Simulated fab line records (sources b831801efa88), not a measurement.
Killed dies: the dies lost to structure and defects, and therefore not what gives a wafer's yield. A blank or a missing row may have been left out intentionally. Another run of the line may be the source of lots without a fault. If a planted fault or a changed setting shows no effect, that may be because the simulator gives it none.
fab line records | flow gf180mcu
record lots=12 wafers=36 lastDay=34
route steps=602 shown VT_IMPLANT@92 M1@330 M2@368
lots that met no fault: from a run of the same line without faults
startH: the number of hours between the record's first day and the start of the first shown wafer of the lot | waitH: how many hours have passed since the lot's step before this one | " unchanged from the row above | L1.1+2: a row that stands for several wafers | - either no value or no given start | * or withheld: withheld | < > ~ a bound
route shown NAME@n: names a module that has steps shown in the file, with the first one's number in the route | usual: mean/standard deviation taken from wafers without a fault | same: alike in all rows | chamber/n: place in a boat | sites: each site's reading | _std_site: the standard deviation of these | _edge_site: inner sites' mean taken away from outer sites' mean | radiusMm: how far each site lies from the wafer's centre | mask NAME#n: copy n | behind: the most recent tool/chamber to have shaped the wafer | hold: cause of the lot's hold/its duration in hours/its outcome | device: whichever transistor did not switch (one of n, p or np) | end of line: at the end of the route, the tests of the same wafers | a step with no rows: only its recipe | killed: the dies lost at the first sort to structure and to defects; this is not the yield of the wafer | map: shows each die of a wafer: x if killed, . if not, _ if none is there
set.NAME: the setting the step ran with; set.NAME@STEP: the setting that earlier step ran with | model.NAME: the simulator's own value behind a step, which no gauge read
a sample of lots followed through the steps of the route, with each step as a table and each wafer as a row
services: when a tool's chamber went out of use (startH, in hours from the record's first day, below 0 if earlier), for how many hours, and the reason
## steps
# step GF_VT_IMPLANT_COAT_02
# recipe resist=NOVOLAK spinRpm=3000 resistThkNm=1000
# usual chillPlateTempC=23.00/0.11 dispensePressureKPa=50.0/1.3
# columns lot.wafer tool chamber startH waitH chillPlateTempC dispensePressureKPa
L226.3 lithoTrack-02 0 110.54 0.1 22.87 49.8
L226.5 " 0 " " 23.04 49.9
L226.6 " 0 " " 23.14 49.9
L232.1 lithoTrack-02 0 145.79 0.1 23.05 49.9
L232.3 " 0 " " 23.09 49.9
L232.5 " 0 " " 23.05 49.9
L233.1 lithoTrack-01 0 151.89 0.1 22.92 47.1
L233.2 " 0 " " 22.87 47.1
L233.3 " 0 " " 22.94 47.1
L234.2 lithoTrack-04 0 156.61 0.1 23.16 51.3
L234.3 " 0 " " 22.96 51.3
L234.4 " 0 " " 23.06 51.3
L239.3 lithoTrack-02 - 186.34 0.1 - -
L239.4 " - " " - -
L239.6 " - " " - -
L240.3 lithoTrack-02 - 193.09 0.1 - -
L240.5 " - " " - -
L240.6 " - " " - -
L241.1 lithoTrack-02 - 201.24 0.1 - -
L241.2 " - " " - -
L241.3 " - " " - -
L244.1 lithoTrack-04 0 220.48 0.1 22.96 51.3
L244.4 " 0 " " 22.92 51.3
L244.5 " 0 " " 23.00 51.2
L245.1 lithoTrack-04 0 224.93 0.1 22.87 51.3
L245.3 " 0 " " 23.10 51.3
L245.6 " 0 " " 23.18 51.3
L246.3 lithoTrack-02 0 229.59 0.1 23.06 49.8
L246.5 " 0 " " 23.04 49.8
L246.6 " 0 " " 22.97 49.8
L247.2 lithoTrack-04 0 237.51 0.1 22.91 51.2
L247.3 " 0 " " 23.00 51.3
L247.5 " 0 " " 22.86 51.3
L248.1 lithoTrack-04 0 245.03 0.1 22.92 51.3
L248.3 " 0 " " 22.95 51.3
L248.5 " 0 " " 22.97 51.2
# step GF_VT_IMPLANT_OVL_MEAS_07
# usual VT_IMPLANT_OVL=0.1/1.7
# columns lot.wafer tool chamber startH waitH VT_IMPLANT_OVL[nm]
L226.3 overlay-02 - 117.41 0.1 -4.3
L226.5 " - " " -4.0
L226.6 " - " " -3.3
L232.1 overlay-01 - 153.44 0.1 0.9
L232.3 " - " " 1.1
L232.5 " - " " 1.3
L233.1 overlay-02 - 159.49 0.1 2.8
L233.2 " - " " 0.6
L233.3 " - " " 2.2
L234.2 overlay-01 - 164.65 0.1 1.0
L234.3 " - " " 0.6
L234.4 " - " " -0.1
L239.3 overlay-01 - 195.01 0.1 -
L239.4 " - " " -
L239.6 " - " " -
L240.3 overlay-01 - 202.00 0.1 -
L240.5 " - " " -
L240.6 " - " " -
L241.1 overlay-01 - 209.93 0.1 -
L241.2 " - " " -
L241.3 " - " " -
L244.1 overlay-02 - 229.98 0.1 -0.2
L244.4 " - " " 0.6
L244.5 " - " " 0.8
L245.1 overlay-02 - 233.74 0.1 -0.3
L245.3 " - " " 1.4
L245.6 " - " " 0.6
L246.3 overlay-01 - 239.10 0.1 -2.8
L246.5 " - " " -2.3
L246.6 " - " " -2.8
L247.2 overlay-02 - 246.89 0.1 -1.0
L247.3 " - " " -2.2
L247.5 " - " " -1.4
L248.1 overlay-01 - 254.34 0.1 -1.9
L248.3 " - " " -0.8
L248.5 " - " " -1.7
# step GF_VT_IMPLANT_TW_MEAS_21
# usual VT_IMPLANT_2_TW=1207/11
# columns lot.wafer tool chamber startH waitH hold VT_IMPLANT_2_TW
L226.3 filmMetro-01 - 132.60 0.1 - 1193
L226.5 " - " " - 1202
L226.6 " - " " - 1194
L232.1 filmMetro-01 - 169.46 0.1 - 1201
L232.3 " - " " - 1206
L232.5 " - " " - 1207
L233.1 filmMetro-03 - 175.83 0.1 - 1203
L233.2 " - " " - 1214
L233.3 " - " " - 1210
L234.2 filmMetro-01 - 181.59 0.1 - 1202
L234.3 " - " " - 1205
L234.4 " - " " - 1209
L239.3 filmMetro-03 - 212.34 0.1 - 1243
L239.4 " - " " - 1239
L239.6 " - " " - 1235
L240.3 filmMetro-04 - 220.05 0.1 awaitDispo/0.2h/release 1257
L240.5 " - " " awaitDispo/0.2h/release 1248
L240.6 " - " " awaitDispo/0.2h/release 1248
L240.3 filmMetro-04 - 220.27 0.2 - 1248
L240.5 " - " " - 1258
L240.6 " - " " - 1246
L241.1 filmMetro-03 - 228.37 0.1 - 1227
L241.2 " - " " - 1233
L241.3 " - " " - 1229
L244.1 filmMetro-01 - 248.68 0.1 - 1208
L244.4 " - " " - 1205
L244.5 " - " " - 1209
L245.1 filmMetro-04 - 252.53 0.1 - 1220
L245.3 " - " " - 1221
L245.6 " - " " - 1223
L246.3 filmMetro-03 - 258.44 0.1 - 1197
L246.5 " - " " - 1195
L246.6 " - " " - 1202
L247.2 filmMetro-03 - 265.34 0.1 - 1198
L247.3 " - " " - 1200
L247.5 " - " " - 1204
L248.1 filmMetro-01 - 273.93 0.1 - 1198
L248.3 " - " " - 1199
L248.5 " - " " - 1195
# step GF_VT_IMPLANT_TW_MEAS_32
# usual VT_IMPLANT_3_TW=267.4/2.5
# columns lot.wafer tool chamber startH waitH hold VT_IMPLANT_3_TW
L226.3 filmMetro-04 - 147.65 0.1 - 269.2
L226.5 " - " " - 268.7
L226.6 " - " " - 269.6
L232.1 filmMetro-01 - 185.83 0.1 - 264.9
L232.3 " - " " - 264.4
L232.5 " - " " - 266.0
L233.1 filmMetro-03 - 192.38 0.1 - 265.7
L233.2 " - " " - 265.2
L233.3 " - " " - 265.7
L234.2 filmMetro-01 - 198.24 0.1 - 265.2
L234.3 " - " " - 266.2
L234.4 " - " " - 265.8
L239.3 filmMetro-03 - 230.45 0.1 awaitDispo/0.2h/release 570.3
L239.4 " - " " awaitDispo/0.2h/release 569.0
L239.6 " - " " awaitDispo/0.2h/release 567.9
L239.3 filmMetro-03 - 230.68 0.2 - 571.3
L239.4 " - " " - 568.7
L239.6 " - " " - 571.6
L240.3 filmMetro-04 - 238.69 0.1 awaitDispo/0.2h/release 580.0
L240.5 " - " " awaitDispo/0.2h/release 580.2
L240.6 " - " " awaitDispo/0.2h/release 581.3
L240.3 filmMetro-04 - 238.92 0.2 - 581.0
L240.5 " - " " - 579.8
L240.6 " - " " - 579.8
L241.1 filmMetro-04 - 247.23 0.1 awaitDispo/0.2h/release 585.0
L241.2 " - " " awaitDispo/0.2h/release 582.6
L241.3 " - " " awaitDispo/0.2h/release 583.7
L241.1 filmMetro-04 - 247.45 0.2 - 581.0
L241.2 " - " " - 582.3
L241.3 " - " " - 580.5
L244.1 filmMetro-03 - 267.78 0.1 - 266.9
L244.4 " - " " - 265.8
L244.5 " - " " - 267.1
L245.1 filmMetro-03 - 271.72 0.1 - 265.6
L245.3 " - " " - 264.5
L245.6 " - " " - 264.6
L246.3 filmMetro-01 - 278.15 0.1 - 265.1
L246.5 " - " " - 265.6
L246.6 " - " " - 266.1
L247.2 filmMetro-03 - 285.38 0.1 - 265.5
L247.3 " - " " - 266.6
L247.5 " - " " - 265.9
L248.1 filmMetro-04 - 294.63 0.1 - 270.5
L248.3 " - " " - 269.0
L248.5 " - " " - 270.7
# step GF_M1_OVL_MEAS_15
# usual M1_OVL=0/5.9
# columns lot.wafer tool chamber startH waitH M1_OVL[nm]
L226.3 overlay-02 - 393.38 0.1 -1
L226.5 " - " " -3
L226.6 " - " " -3
L232.1 overlay-02 - 447.90 0.1 -1
L232.3 " - " " 0
L232.5 " - " " -6
L233.1 overlay-02 - 460.26 0.1 1
L233.2 " - " " 7
L233.3 " - " " 1
L234.2 overlay-02 - 467.66 0.1 -4
L234.3 " - " " 2
L234.4 " - " " -2
L244.1 overlay-01 - 552.55 0.1 -6
L244.4 " - " " -1
L244.5 " - " " -4
L245.1 overlay-02 - 555.71 0.1 -9
L245.3 " - " " -6
L245.6 " - " " -6
L246.3 overlay-01 - 564.37 0.1 6
L246.5 " - " " 5
L246.6 " - " " 2
L247.2 overlay-01 - 572.41 0.1 -4
L247.3 " - " " 4
L247.5 " - " " -1
L248.1 overlay-02 - 584.16 0.1 -10
L248.3 " - " " -10
L248.5 " - " " -9
# step GF_M1_METAL_ETCH_16
# recipe chemistry=Cl2/BCl3 maskMaterial=KrF targetDepthNm=750.8 stopOn=SiO2 pressureMtorr=8 icpW=800 biasW=140 Cl2_flow_sccm=80 bcl3FlowSccm=40 timeS=125.1
# usual drypumpMotorCurrentA=5.3/0.36 oesProductAu=0.989/0.0048 throttleValvePct=28.231/0.0099
# same timeS=125.1
# columns lot.wafer tool chamber startH waitH drypumpMotorCurrentA oesProductAu rfHoursCounterH throttleValvePct
L226.3 rieMetal-01 1 393.45 0.1 5.0 0.987 - 28.253
L226.5 " 0 " " 5.6 0.989 - 28.234
L226.6 " 1 " " 5.0 0.994 - 28.225
L232.1 rieMetal-01 0 447.94 0.0 5.6 0.991 9 28.228
L232.3 " 1 " " 5.0 0.991 - 28.240
L232.5 " 0 " " 5.6 0.981 - 28.241
L233.1 rieMetal-04 1 460.29 0.0 5.0 0.989 6 28.217
L233.2 " 1 " " 5.0 0.984 - 28.238
L233.3 " 1 " " 5.0 0.994 - 28.243
L234.2 rieMetal-04 1 467.69 0.0 5.0 0.983 6 28.228
L234.3 " 1 " " 5.0 0.986 - 28.226
L234.4 " 0 " " 5.2 0.993 - 28.212
L244.1 rieMetal-04 1 552.59 0.0 5.0 0.996 8 28.229
L244.4 " 1 " " 5.0 0.996 - 28.237
L244.5 " 0 " " 5.2 0.988 - 28.214
L245.1 rieMetal-03 0 555.74 0.0 6.0 0.992 9 28.225
L245.3 " 0 " " 6.1 0.985 - 28.238
L245.6 " 1 " " 5.8 0.997 - 28.236
L246.3 rieMetal-04 1 564.44 0.1 5.0 0.990 - 28.236
L246.5 " 1 " " 5.0 0.989 - 28.228
L246.6 " 0 " " 5.2 0.988 - 28.245
L247.2 rieMetal-04 0 572.44 0.0 5.2 0.998 3 28.234
L247.3 " 1 " " 5.0 1.001 - 28.223
L247.5 " 1 " " 5.0 1.001 - 28.217
L248.1 rieMetal-04 1 584.19 0.0 5.0 0.986 9 28.223
L248.3 " 1 " " 5.0 0.990 - 28.233
L248.5 " 1 " " 5.0 0.985 - 28.219
# step GF_M2_THK_MEAS_06
# recipe thkMeasGauge=xrf reads=AlCu_of_M2_SPUTTER_02
# usual M2_ALCU_THK=453/5.7
# columns lot.wafer tool chamber startH waitH M2_ALCU_THK[nm]
L226.3 filmMetro-04 - 419.96 0.1 458
L226.5 " - " " 459
L226.6 " - " " 464
L232.1 filmMetro-03 - 475.79 0.1 445
L232.3 " - " " 444
L232.5 " - " " 445
L233.1 filmMetro-03 - 488.12 0.1 459
L233.2 " - " " 460
L233.3 " - " " 455
L234.2 filmMetro-02 - 495.00 0.1 453
L234.3 " - " " 460
L234.4 " - " " 453
L244.1 filmMetro-03 - 576.71 0.1 451
L244.4 " - " " 454
L244.5 " - " " 458
L245.1 filmMetro-03 - 581.23 0.1 459
L245.3 " - " " 463
L245.6 " - " " 460
L246.3 filmMetro-04 - 589.72 0.1 462
L246.5 " - " " 458
L246.6 " - " " 459
L247.2 filmMetro-04 - 596.90 0.1 451
L247.3 " - " " 445
L247.5 " - " " 447
L248.1 filmMetro-02 - 609.77 0.1 456
L248.3 " - " " 448
L248.5 " - " " 457
## services
# columns tool chamber startH hours kind
rieMetal-04 - 115.26 1.4 pm
rieMetal-03 0 143.25 - clean
rieMetal-03 0 143.25 31.6 scheduledDown
rieMetal-03 0 143.25 31.6 ventCycle
rieMetal-01 1 162.50 5.2 repair
rieMetal-04 1 233.73 - clean
rieMetal-04 1 233.73 22.0 scheduledDown
rieMetal-04 1 233.73 22.0 ventCycle
rieMetal-01 - 238.29 2.8 pm
rieMetal-03 - 264.35 14.6 pm
rieMetal-01 1 274.91 4.8 repair
rieMetal-04 1 278.83 16.5 repair
rieMetal-01 0 375.70 3.6 repair
rieMetal-01 - 427.56 1.2 repair
rieMetal-04 0 443.39 - clean
rieMetal-04 0 443.39 18.9 scheduledDown
rieMetal-04 0 443.39 18.9 ventCycle
rieMetal-01 - 455.54 4.3 pm
rieMetal-04 - 468.03 2.8 pm
rieMetal-01 1 563.93 - clean
rieMetal-01 1 563.93 23.2 scheduledDown
rieMetal-01 1 563.93 23.2 ventCycle
rieMetal-03 1 564.91 - clean
rieMetal-03 1 564.91 24.4 scheduledDown
## key
firstSign step=GF_VT_IMPLANT_COAT_02 reading=toolRecord direction=missing
effect step=GF_VT_IMPLANT_OVL_MEAS_07 reading=VT_IMPLANT_OVL direction=missing
effect step=GF_VT_IMPLANT_TW_MEAS_21 reading=VT_IMPLANT_2_TW direction=up sigmas=3 usual=1207 struck=1240
effect step=GF_VT_IMPLANT_TW_MEAS_32 reading=VT_IMPLANT_3_TW direction=up sigmas=99+ usual=267.4 struck=577.8
metAt GF_VT_IMPLANT_COAT_02
struckLots L239,L240,L241
scrappedBehind GF_VT_IMPLANT_TW_MEAS_32 L239.3,L239.4,L239.6,L240.3,L240.5,L240.6,L241.1,L241.2,L241.3
notActingAt GF_M1_OVL_MEAS_15,GF_M1_METAL_ETCH_16,GF_M2_THK_MEAS_06
onsetBetween 145.79 186.34
fault kind=skippedStepWhole tool=lithoTrack-02 chamber=- onsetH=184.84 steps=GF_VT_IMPLANT_COAT_02 scope=struckLotsOnly
